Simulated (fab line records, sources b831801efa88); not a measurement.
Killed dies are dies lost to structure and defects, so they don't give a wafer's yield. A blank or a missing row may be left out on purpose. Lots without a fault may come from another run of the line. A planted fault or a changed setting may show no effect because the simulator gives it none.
One fault seen from 2 desks | flow sky130 | each desk has only its own numbers; what lay behind them comes last

THE TOOL OWNER'S DESK: rie_metal-02
The tool's own readings at SKY_METAL3_METAL_ETCH_18 (etches the open film in Cl2/BCl3, stops on SiO2, target depth 845 nm, time 183.1 s): means of the sampled wafers that have a number, for each lot that ran on this tool. A lot is out of limits, marked OUT, if its mean lies more than 4 standard deviations from the usual mean; the brackets give that distance.
Columns: A = drypump_motor_current_A at SKY_METAL3_METAL_ETCH_18, usual 6.3 A; B = oes_product_au at SKY_METAL3_METAL_ETCH_18, usual 0.865 a.u.; C = throttle_valve_pct at SKY_METAL3_METAL_ETCH_18, usual 22.265 %
lot  | first seen here | A   | B                | C
L412 | day 40 09:05    | 6.5 | 0.867            | 22.263
L417 | day 41 12:07    | 6.5 | 0.823 (-6.8) OUT | 22.260
L430 | day 45 00:49    | 6.5 | 0.867            | 22.272
This desk's finding: out of limits on L417; first on L417, day 41 12:07 (oes_product_au at SKY_METAL3_METAL_ETCH_18). In limits: L412, L430.

THE METROLOGY DESK
What the gauges read, lot by lot, whatever tool the lot ran on: means of the sampled wafers that have a number. A lot is out of limits, marked OUT, if its mean lies more than 4 standard deviations from the usual mean; the brackets give that distance.
Columns: A = VIA3_HDPCVD_THK at SKY_VIA3_THK_MEAS_01, usual 1634 nm
lot  | first seen here | A
L408 | day 38 13:31    | 1640
L410 | day 39 05:26    | 1642
L411 | day 39 07:40    | 1637
L412 | day 40 10:01    | 1639
L417 | day 41 13:01    | 1622
L425 | day 43 18:49    | 1625
L426 | day 43 22:27    | 1655
L427 | day 44 01:49    | 1639
L429 | day 44 09:08    | 1626
L430 | day 45 01:48    | 1649
L431 | day 45 05:18    | 1665
This desk's finding: nothing out of limits on any of the 11 lots.

PUT TOGETHER
The tool owner's desk could have raised an alarm at day 41 12:07, on L417.
The metrology desk saw nothing out of limits.
The metrology desk has L417 on record, within its limits.
Of the lots named, all ran SKY_METAL3_METAL_ETCH_18 on rie_metal-02.

WHAT THE SIMULATOR HAD PUT IN
Process parameter drift: rie_metal-02, from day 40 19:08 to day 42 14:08, at SKY_METAL3_METAL_ETCH_18. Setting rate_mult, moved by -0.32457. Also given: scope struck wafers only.
Lots struck among those shown: L417.
Hours from the fault's start to each desk's first reading out of limits: the tool owner's desk, 17.
